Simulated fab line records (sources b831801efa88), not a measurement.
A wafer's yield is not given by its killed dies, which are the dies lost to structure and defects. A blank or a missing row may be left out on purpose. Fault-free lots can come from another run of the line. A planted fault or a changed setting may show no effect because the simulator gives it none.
The tool behind it: which one? / flow gf180mcu / Sampling: 13 lots, 39 wafers, 2 of 602 route steps

## WHAT EACH GAUGE READ, for each wafer
GF_V4_THK_MEAS_03. Usual: for V4_CVD_02_THK the level is 847 nm and the standard deviation is 9.8.
lot=L543; measured=day 23 06:55; on=film_metro-01; V4_CVD_02_THK (nm)=842 853 839; flag=
lot=L545; measured=day 24 02:20; on=film_metro-03; V4_CVD_02_THK (nm)=828 850 847; flag=
lot=L546; measured=day 24 12:17; on=film_metro-03; V4_CVD_02_THK (nm)=844 859 844; flag=
lot=L547; measured=day 24 16:02; on=film_metro-04; V4_CVD_02_THK (nm)=847 833 845; flag=
lot=L548; measured=day 25 04:32; on=film_metro-01; V4_CVD_02_THK (nm)=836 851 855; flag=
lot=L549; measured=day 25 14:40; on=film_metro-04; V4_CVD_02_THK (nm)=839 838 851; flag=
lot=L550; measured=day 25 22:45; on=film_metro-03; V4_CVD_02_THK (nm)=847 846 863; flag=
lot=L551; measured=day 26 07:29; on=film_metro-04; V4_CVD_02_THK (nm)=826 846 863; flag=
lot=L554; measured=day 27 05:28; on=film_metro-03; V4_CVD_02_THK (nm)=842 846 851; flag=
lot=L559; measured=day 28 23:16; on=film_metro-04; V4_CVD_02_THK (nm)=842 831 855; flag=
lot=L562; measured=day 29 14:22; on=film_metro-04; V4_CVD_02_THK (nm)=847 842 843; flag=
lot=L563; measured=day 29 21:45; on=film_metro-03; V4_CVD_02_THK (nm)=834 837 842; flag=
lot=L565; measured=day 30 08:36; on=film_metro-03; V4_CVD_02_THK (nm)=843 853 855; flag=

## WHAT TOOL EACH LOT RAN ON (gives the tool, then ch and the chambers of the sampled wafers, and finally the start)
lot=L543; GF_STI_CLEAN_16=wet_bench-01 ch 1, day 2 02:50
lot=L545; GF_STI_CLEAN_16=wet_bench-01 ch 1, day 2 12:07
lot=L546; GF_STI_CLEAN_16=wet_bench-02 ch 3, day 2 17:23
lot=L547; GF_STI_CLEAN_16=wet_bench-02 ch 2, day 2 22:40
lot=L548; GF_STI_CLEAN_16=wet_bench-02 ch 2, day 3 04:02
lot=L549; GF_STI_CLEAN_16=wet_bench-01 ch 2, day 3 08:28
lot=L550; GF_STI_CLEAN_16=wet_bench-01 ch 2, day 3 13:08
lot=L551; GF_STI_CLEAN_16=wet_bench-01 ch 0, day 3 21:08
lot=L554; GF_STI_CLEAN_16=wet_bench-02 ch 3, day 4 10:20
lot=L559; GF_STI_CLEAN_16=wet_bench-04 ch 0, day 5 12:46
lot=L562; GF_STI_CLEAN_16=wet_bench-01 ch 2, day 6 04:56
lot=L563; GF_STI_CLEAN_16=wet_bench-01 ch 3, day 6 07:53
lot=L565; GF_STI_CLEAN_16=wet_bench-01 ch 1, day 6 19:52
- GF_STI_CLEAN_16: cleans in dHF, time 25 s.

## AS READ BY THE TOOLS THEMSELVES (means over the sampled wafers that have a number; for cases with no such wafer, the mark the record gives instead)
The record holds no such reading with a usual standard deviation.

## THE ANSWER, worked out from the rows above alone
Rule: take the mean of a lot's wafers that have a number; if it is more than 3 standard deviations from the usual mean, the lot is off. A lot without any number at a reading at which 4 lots or more have one is off too. Any other lot the step has rows for is counted as sound. The gauges are gone through in route order, then the tools' own readings, and for those a lot's mean is taken as printed above. At the first step where some lot is off, the reading lying furthest off is the one used; lots without a number count as furthest.
None of the lots is off at any reading shown; this tells nothing.

## WHAT THE SIMULATOR PUT IN
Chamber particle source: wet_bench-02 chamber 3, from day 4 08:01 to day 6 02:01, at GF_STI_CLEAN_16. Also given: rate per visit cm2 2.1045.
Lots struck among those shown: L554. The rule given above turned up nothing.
